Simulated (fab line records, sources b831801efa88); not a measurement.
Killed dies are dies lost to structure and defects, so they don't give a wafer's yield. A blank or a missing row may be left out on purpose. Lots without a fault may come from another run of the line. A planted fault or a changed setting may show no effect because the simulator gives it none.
Which tool did it? | flow gf180mcu | 11 lots, 33 wafers sampled, at 2 steps of a route of 602

WHAT THE GAUGES READ, wafer by wafer
GF_V1_BOW_MEAS_05.
lot  | measured     | on            | V1_BOW (um)
L369 | day 16 21:19 | film_metro-01 | 96 87 91
L372 | day 17 23:29 | film_metro-01 | 91 87 82 - - -
L374 | day 18 19:22 | film_metro-01 | 84 93 94 - - -
L381 | day 21 19:52 | film_metro-01 | 78 73 82
L382 | day 22 06:12 | film_metro-01 | 87 90 82
L385 | day 23 12:04 | film_metro-01 | 87 88 64
L387 | day 23 22:48 | film_metro-01 | 72 77 80
L389 | day 24 07:27 | film_metro-01 | 83 86 84
L390 | day 24 17:01 | film_metro-04 | 83 73 89
L392 | day 25 03:11 | film_metro-02 | 66 87 78
L391 | day 25 06:58 | film_metro-01 | 85 82 93

WHICH TOOL RAN EACH LOT (tool, then ch and the chambers of the sampled wafers, then the start)
lot  | GF_V1_CMP_04
L369 | cmp-01 ch 0,3, day 16 20:59
L372 | cmp-01 ch 0,1,3, day 17 23:17
L374 | cmp-01 ch 0,1,3, day 18 19:07
L381 | cmp-02 ch 0,3, day 21 19:37
L382 | cmp-02 ch 0,1,2, day 22 06:00
L385 | cmp-01 ch 0,2,3, day 23 11:46
L387 | cmp-01 ch 0,2,3, day 23 22:29
L389 | cmp-01 ch 0,3, day 24 07:12
L390 | cmp-01 ch 2,3, day 24 16:44
L392 | cmp-01 ch 0,2,3, day 25 02:58
L391 | cmp-02 ch 0,1,2, day 25 06:40
- GF_V1_CMP_04: polishes SiO2.

THE ANSWER, worked out from the rows above alone
Rule: what is usual is taken from the lots themselves. Put in order of their means at a reading, lots are off if they are a third of the lots or fewer, leave a main group of 4 or more, and stand apart from it by a gap of 3 or more times the standard deviation of the main group's means; of several such gaps the widest counts. A main group whose means are all the same, to the digits that the tables above print for the reading, isn't used. A lot without any number at a reading at which 4 lots or more have one is off too. The other lots that the step has rows for count as sound.
No lot is off at any reading shown: from this, nothing can be told.

WHAT THE SIMULATOR HAD PUT IN
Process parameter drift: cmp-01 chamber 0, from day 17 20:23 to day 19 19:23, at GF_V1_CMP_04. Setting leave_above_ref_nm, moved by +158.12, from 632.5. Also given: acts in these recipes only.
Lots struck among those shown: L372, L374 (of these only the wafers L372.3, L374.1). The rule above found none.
